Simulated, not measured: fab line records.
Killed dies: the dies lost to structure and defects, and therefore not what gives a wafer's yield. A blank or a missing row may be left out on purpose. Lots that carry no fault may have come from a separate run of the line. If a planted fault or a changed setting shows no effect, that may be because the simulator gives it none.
fab line records	flow gf180mcu
record: lots: 11	wafers: 33	lastDay: 33
route steps=602 shown DUAL_GATE@152 HV_LDD@214 PSD@257
lots with no fault: from the same line, run without faults
startH: the number of hours between the record's first day and the start of the first shown wafer of the lot	waitH: hours elapsed since this lot's preceding step	" same as the row above	L1.1+2: a single row standing in for several wafers	- no value, or no start given	* or withheld: withheld	< > ~ a bound
route shown NAME@n: NAME is a module with steps in the file, n the number in the route of the first one	usual: mean/standard deviation of fault-free wafers	same: alike in all rows	chamber/n: place in a boat	sites: each site's reading	_std_site: how widely they spread, as a standard deviation	_edge_site: inner sites' mean taken away from outer sites' mean	radiusMm: how far each site lies from the wafer's centre	mask NAME#n: copy n	behind: tool/chamber where the wafer was last shaped	hold: the reason the lot was held/the length of the hold in hours/how it ended	device: names the non-switching transistor (n, p or np)	end of line: at the end of the route, the tests of the same wafers	for a step that has no rows: nothing shown but its recipe	killed: the dies lost at the first sort to structure and to defects; this is not the yield of the wafer	map: a wafer's dies, marking killed ones x, the rest . and places with no die _
set.NAME: the setting that was run; set.NAME@STEP: the one run at that earlier step	model.NAME: the simulator's own value behind a step, which no gauge read
a sample of lots followed through the steps of the route, with each step as a table and each wafer as a row
services: from which hour (startH, from the record's first day; less than 0 if before it) a tool's chamber was out of use, for how many hours, and why
== steps ==
step: GF_DUAL_GATE_OVL_MEAS_11
usual: DUAL_GATE_OVL: 0.7/1.6
lot.wafer	tool	chamber	startH	waitH	DUAL_GATE_OVL[nm]
L607.3	overlay-02	-	173.53	0.1	0.9
L607.4	"	-	"	"	0.2
L607.5	"	-	"	"	0.8
L608.3	overlay-01	-	182.77	0.1	-1.7
L608.5	"	-	"	"	-1.6
L608.6	"	-	"	"	-0.9
L609.1	overlay-01	-	186.14	0.1	-1.8
L609.2	"	-	"	"	-1.1
L609.6	"	-	"	"	-0.7
L612.1	overlay-02	-	215.81	0.1	0.0
L612.5	"	-	"	"	1.3
L612.6	"	-	"	"	2.7
L614.1	overlay-01	-	231.91	0.1	-1.4
L614.4	"	-	"	"	2.9
L614.6	"	-	"	"	1.7
L613.2	overlay-02	-	234.45	0.1	2.6
L613.3	"	-	"	"	2.2
L613.4	"	-	"	"	3.0
L615.2	overlay-01	-	245.00	0.1	2.4
L615.3	"	-	"	"	2.7
L615.5	"	-	"	"	3.4
L616.1	overlay-02	-	250.29	0.1	2.4
L616.2	"	-	"	"	1.5
L616.3	"	-	"	"	1.3
L618.2	overlay-01	-	256.96	0.1	1.8
L618.4	"	-	"	"	0.3
L618.5	"	-	"	"	1.3
L625.1	overlay-02	-	302.61	0.1	1.9
L625.2	"	-	"	"	2.1
L625.6	"	-	"	"	1.1
L627.1	overlay-02	-	314.81	0.1	0.8
L627.3	"	-	"	"	0.9
L627.6	"	-	"	"	1.4
step: GF_DUAL_GATE_STRIP_13
recipe: chemistry: O2/N2	powerW: 1400	pressureMtorr: 1500	platenTempC: 250	o2FlowSccm: 3000	n2FlowSccm: 300	overashFraction: 0.5
usual: drypumpMotorCurrentA: 5.4/0.57	heaterPowerW: 301/19	oesProductAu: 0.716/0.0048	stripTimeToEndpointS: 12.66/0.038
lot.wafer	tool	chamber	startH	waitH	drypumpMotorCurrentA	heaterPowerW	oesProductAu	rfHoursCounterH	stripTimeToEndpointS
L607.3	plasmaAsher-04	0	173.66	0.0	6.0	314	0.714	-	12.64
L607.4	"	1	"	"	4.8	299	0.720	-	12.67
L607.5	"	1	"	"	4.7	295	0.722	-	12.64
L608.3	plasmaAsher-04	0	182.91	0.0	6.0	305	0.709	-	12.65
L608.5	"	1	"	"	4.7	297	0.705	-	12.72
L608.6	"	0	"	"	6.0	314	0.716	-	12.71
L609.1	plasmaAsher-04	0	186.26	0.0	6.0	304	0.718	40	12.61
L609.2	"	1	"	"	4.8	292	0.712	40	12.61
L609.6	"	0	"	"	6.0	312	0.720	-	12.61
L612.1	plasmaAsher-02	1	215.93	0.0	6.0	294	0.715	53	12.69
L612.5	"	1	"	"	6.0	297	0.719	-	12.64
L612.6	"	0	"	"	5.9	292	0.712	-	12.68
L614.1	plasmaAsher-04	1	232.03	0.0	4.8	296	0.722	45	12.61
L614.4	"	1	"	"	4.7	305	0.718	-	12.65
L614.6	"	1	"	"	4.8	309	0.717	-	12.60
L613.2	plasmaAsher-01	0	234.57	0.0	4.8	323	0.718	11	12.63
L613.3	"	0	"	"	4.8	325	0.716	-	12.67
L613.4	"	1	"	"	5.7	264	0.720	-	12.67
L615.2	plasmaAsher-01	1	245.11	0.0	5.7	265	0.728	12	12.60
L615.3	"	0	"	"	4.8	332	0.710	-	12.62
L615.5	"	0	"	"	4.8	326	0.717	-	12.63
L616.1	plasmaAsher-01	0	250.41	0.0	4.8	321	0.710	13	12.63
L616.2	"	1	"	"	5.7	261	0.715	13	12.64
L616.3	"	0	"	"	4.8	321	0.718	-	12.60
L618.2	plasmaAsher-04	1	257.08	0.0	4.8	290	0.720	48	12.60
L618.4	"	0	"	"	6.0	302	0.713	-	12.58
L618.5	"	1	"	"	4.8	295	0.726	-	12.64
L625.1	plasmaAsher-02	1	302.73	0.0	6.0	287	0.705	64	12.70
L625.2	"	0	"	"	5.9	305	0.721	64	12.73
L625.6	"	0	"	"	5.9	301	0.722	-	12.71
L627.1	plasmaAsher-02	0	314.95	0.0	5.9	294	0.717	65	12.72
L627.3	"	1	"	"	6.0	289	0.721	-	12.75
L627.6	"	0	"	"	5.8	289	0.712	-	12.75
step: GF_HV_LDD_TW_MEAS_38
usual: HV_LDD_3_TW: 1444/11
lot.wafer	tool	chamber	startH	waitH	HV_LDD_3_TW
L607.3	filmMetro-02	-	250.94	0.1	1443
L607.4	"	-	"	"	1451
L607.5	"	-	"	"	1444
L608.3	filmMetro-02	-	262.38	0.1	1444
L608.5	"	-	"	"	1448
L608.6	"	-	"	"	1444
L609.1	filmMetro-02	-	265.77	0.1	1435
L609.2	"	-	"	"	1443
L609.6	"	-	"	"	1442
L612.1	filmMetro-02	-	300.02	0.1	1448
L612.5	"	-	"	"	1448
L612.6	"	-	"	"	1445
L614.1	filmMetro-03	-	315.65	0.1	1438
L614.4	"	-	"	"	1440
L614.6	"	-	"	"	1442
L613.2	filmMetro-04	-	325.71	0.1	1449
L613.3	"	-	"	"	1438
L613.4	"	-	"	"	1457
L615.2	filmMetro-02	-	335.41	0.1	1445
L615.3	"	-	"	"	1442
L615.5	"	-	"	"	1441
L616.1	filmMetro-04	-	342.51	0.1	1451
L616.2	"	-	"	"	1446
L616.3	"	-	"	"	1443
L618.2	filmMetro-03	-	349.26	0.1	1427
L618.4	"	-	"	"	1428
L618.5	"	-	"	"	1432
L625.1	filmMetro-04	-	395.66	0.1	1461
L625.2	"	-	"	"	1460
L625.6	"	-	"	"	1454
L627.1	filmMetro-04	-	410.47	0.1	1463
L627.3	"	-	"	"	1457
L627.6	"	-	"	"	1454
step: GF_PSD_IMPLANT_09
recipe: species: BF2	energyKev: 40	doseCm2: 1.5e+15	tiltDeg: 7
usual: beamEnergyKeV: 40.000/0.013
lot.wafer	tool	chamber	startH	waitH	beamEnergyKeV
L607.3	implanter-02	0	312.41	0.1	39.987
L607.4	"	0	"	"	39.987
L607.5	"	0	"	"	39.985
L608.3	implanter-04	0	326.96	0.1	39.990
L608.5	"	0	"	"	39.977
L608.6	"	0	"	"	39.991
L609.1	implanter-01	0	329.37	0.0	39.990
L609.2	"	0	"	"	39.972
L609.6	"	0	"	"	39.989
L612.1	implanter-04	0	368.01	0.0	39.992
L612.5	"	0	"	"	40.007
L612.6	"	0	"	"	40.011
L614.1	implanter-04	0	386.07	0.0	39.996
L614.4	"	0	"	"	39.983
L614.6	"	0	"	"	39.997
L613.2	implanter-01	0	395.48	0.0	40.006
L613.3	"	0	"	"	40.003
L613.4	"	0	"	"	39.994
L615.2	implanter-01	0	404.63	0.0	40.013
L615.3	"	0	"	"	40.003
L615.5	"	0	"	"	39.989
L616.1	implanter-04	0	414.57	0.0	40.008
L616.2	"	0	"	"	40.013
L616.3	"	0	"	"	40.017
L618.2	implanter-01	0	429.48	0.0	40.012
L618.4	"	0	"	"	40.008
L618.5	"	0	"	"	40.000
L625.1	implanter-01	0	474.69	0.0	49.073
L625.2	"	0	"	"	49.089
L625.6	"	0	"	"	49.077
L627.1	implanter-01	0	483.42	0.0	49.098
L627.3	"	0	"	"	49.105
L627.6	"	0	"	"	49.087
step: GF_PSD_STRIP_10
recipe: chemistry: O2/N2	powerW: 1400	pressureMtorr: 1500	platenTempC: 250	o2FlowSccm: 3000	n2FlowSccm: 300	overashFraction: 0.5
usual: drypumpMotorCurrentA: 5.5/0.55	heaterPowerW: 299/19	oesProductAu: 0.592/0.0045	stripTimeToEndpointS: 16.54/0.038
lot.wafer	tool	chamber	startH	waitH	drypumpMotorCurrentA	heaterPowerW	oesProductAu	rfHoursCounterH	stripTimeToEndpointS
L607.3	plasmaAsher-02	1	312.54	0.1	6.0	299	0.594	-	16.57
L607.4	"	0	"	"	5.8	295	0.589	-	16.56
L607.5	"	0	"	"	5.9	299	0.590	-	16.62
L608.3	plasmaAsher-01	1	327.09	0.1	5.7	260	0.591	-	16.55
L608.5	"	1	"	"	5.7	266	0.586	-	16.53
L608.6	"	0	"	"	4.8	322	0.589	-	16.53
L609.1	plasmaAsher-04	1	329.52	0.1	4.7	293	0.597	56	16.59
L609.2	"	0	"	"	6.0	315	0.590	56	16.54
L609.6	"	1	"	"	4.7	298	0.590	-	16.55
L612.1	plasmaAsher-01	0	368.16	0.1	4.8	325	0.585	22	16.56
L612.5	"	0	"	"	4.8	331	0.592	-	16.53
L612.6	"	1	"	"	5.7	263	0.595	-	16.55
L614.1	plasmaAsher-04	1	386.22	0.1	4.8	298	0.592	62	16.55
L614.4	"	1	"	"	4.7	301	0.587	-	16.54
L614.6	"	1	"	"	4.8	302	0.594	-	16.54
L613.2	plasmaAsher-04	0	395.61	0.1	6.0	318	0.594	63	16.57
L613.3	"	0	"	"	6.0	319	0.595	-	16.56
L613.4	"	1	"	"	4.8	296	0.588	-	16.54
L615.2	plasmaAsher-04	1	404.76	0.1	4.8	292	0.590	64	16.65
L615.3	"	0	"	"	6.1	319	0.584	-	16.60
L615.5	"	0	"	"	6.1	312	0.597	-	16.62
L616.1	plasmaAsher-02	0	414.72	0.1	5.9	300	0.590	75	16.52
L616.2	"	1	"	"	6.0	292	0.595	75	16.55
L616.3	"	1	"	"	6.0	289	0.590	-	16.52
L618.2	plasmaAsher-01	1	429.61	0.1	5.7	265	0.592	29	16.51
L618.4	"	1	"	"	5.7	264	0.593	-	16.52
L618.5	"	0	"	"	4.8	324	0.589	-	16.55
L625.1	plasmaAsher-01	0	474.84	0.1	4.8	326	0.578	34	17.43
L625.2	"	1	"	"	5.7	258	0.578	34	17.44
L625.6	"	0	"	"	4.8	323	0.578	-	17.49
L627.1	plasmaAsher-04	1	483.57	0.1	4.8	305	0.571	72	17.36
L627.3	"	1	"	"	4.8	307	0.579	-	17.42
L627.6	"	1	"	"	4.8	299	0.574	-	17.43
step: GF_PSD_TW_MEAS_11
usual: PSD_TW: 3209/21
lot.wafer	tool	chamber	startH	waitH	PSD_TW
L607.3	filmMetro-02	-	312.63	0.1	3190
L607.4	"	-	"	"	3177
L607.5	"	-	"	"	3204
L608.3	filmMetro-01	-	327.18	0.1	3205
L608.5	"	-	"	"	3241
L608.6	"	-	"	"	3213
L609.1	filmMetro-04	-	329.62	0.1	3212
L609.2	"	-	"	"	3215
L609.6	"	-	"	"	3212
L612.1	filmMetro-01	-	368.26	0.1	3233
L612.5	"	-	"	"	3227
L612.6	"	-	"	"	3222
L614.1	filmMetro-02	-	386.32	0.1	3180
L614.4	"	-	"	"	3169
L614.6	"	-	"	"	3172
L613.2	filmMetro-02	-	395.72	0.1	3172
L613.3	"	-	"	"	3173
L613.4	"	-	"	"	3171
L615.2	filmMetro-01	-	404.87	0.1	3224
L615.3	"	-	"	"	3211
L615.5	"	-	"	"	3216
L616.1	filmMetro-01	-	414.82	0.1	3226
L616.2	"	-	"	"	3219
L616.3	"	-	"	"	3238
L618.2	filmMetro-02	-	429.72	0.1	3201
L618.4	"	-	"	"	3189
L618.5	"	-	"	"	3202
L625.1	filmMetro-02	-	474.94	0.1	3345
L625.2	"	-	"	"	3358
L625.6	"	-	"	"	3351
L627.1	filmMetro-01	-	483.67	0.1	3393
L627.3	"	-	"	"	3388
L627.6	"	-	"	"	3401
step: GF_PSD_RS_MEAS_15
recipe: thkMeasGauge: four-point-probe
usual: PSD_RS: 108.54/0.28
lot.wafer	tool	chamber	startH	waitH	PSD_RS[ohm/sq]
L607.3	filmMetro-01	-	312.96	0.1	108.40
L607.4	"	-	"	"	108.70
L607.5	"	-	"	"	108.59
L608.3	filmMetro-02	-	327.52	0.1	108.41
L608.5	"	-	"	"	108.19
L608.6	"	-	"	"	108.58
L609.1	filmMetro-01	-	329.94	0.1	108.44
L609.2	"	-	"	"	108.36
L609.6	"	-	"	"	108.60
L612.1	filmMetro-01	-	368.57	0.1	108.54
L612.5	"	-	"	"	108.65
L612.6	"	-	"	"	108.61
L614.1	filmMetro-04	-	386.72	0.1	108.58
L614.4	"	-	"	"	108.89
L614.6	"	-	"	"	108.40
L613.2	filmMetro-04	-	396.04	0.1	109.23
L613.3	"	-	"	"	108.72
L613.4	"	-	"	"	108.77
L615.2	filmMetro-04	-	405.19	0.1	108.27
L615.3	"	-	"	"	108.34
L615.5	"	-	"	"	108.50
L616.1	filmMetro-04	-	415.13	0.1	108.52
L616.2	"	-	"	"	108.18
L616.3	"	-	"	"	108.61
L618.2	filmMetro-04	-	430.04	0.1	108.41
L618.4	"	-	"	"	108.65
L618.5	"	-	"	"	108.61
L625.1	filmMetro-04	-	475.26	0.1	100.03
L625.2	"	-	"	"	99.97
L625.6	"	-	"	"	99.95
L627.1	filmMetro-02	-	483.98	0.1	100.00
L627.3	"	-	"	"	99.97
L627.6	"	-	"	"	99.47
== services ==
tool	chamber	startH	hours	kind
plasmaAsher-01	-	151.02	2.8	pm
plasmaAsher-02	-	166.53	14.6	pm
plasmaAsher-01	-	181.76	8.1	repair
implanter-01	-	191.75	1.0	repair
implanter-04	-	205.08	6.0	repair
plasmaAsher-02	-	238.69	0.7	repair
implanter-02	-	242.65	5.6	pm
plasmaAsher-01	-	250.73	8.6	pm
implanter-01	-	254.56	3.8	repair
implanter-04	-	281.00	3.9	pm
plasmaAsher-01	-	286.68	14.6	pm
implanter-01	-	286.73	3.3	repair
implanter-04	-	311.92	10.5	pm
implanter-01	-	331.36	2.5	pm
implanter-04	-	351.06	4.7	repair
plasmaAsher-04	-	388.75	2.2	repair
implanter-02	-	401.72	153.2	pm
plasmaAsher-02	-	416.48	2.8	pm
== key ==
firstSign: step: GF_PSD_IMPLANT_09	reading: beamEnergyKeV	direction: up	sigmas: 99+	usual: 40.000	struck: 49.088
effect: step: GF_PSD_STRIP_10	reading: stripTimeToEndpointS	direction: up	sigmas: 23	usual: *	struck: *
effect: step: GF_PSD_TW_MEAS_11	reading: PSD_TW	direction: up	sigmas: 7.6	usual: 3209	struck: 3373
effect: step: GF_PSD_RS_MEAS_15	reading: PSD_RS	direction: down	sigmas: 31	usual: 108.54	struck: 99.90
metAt GF_PSD_IMPLANT_09
struckLots L625,L627
testerLeftOut L625,L627
notActingAt GF_DUAL_GATE_OVL_MEAS_11,GF_DUAL_GATE_STRIP_13,GF_HV_LDD_TW_MEAS_38
onsetBetween 429.48 474.69
fault: kind: processParameterDrift	tool: implanter-01	chamber: -	onsetH: 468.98	steps: GF_PSD_IMPLANT_09	channel: energyKev	offset: 9.0833	shape: step	endH: 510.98	actsIn: theseRecipesOnly	stated: 40
testerLeftOut: of these lots the tester's yield and bins aren't shown, on N5 and GAA mostly nor the transistor test; their killed dies are dies lost to structure and defects alone, not to doping, threshold or leakage, so they don't give the yield
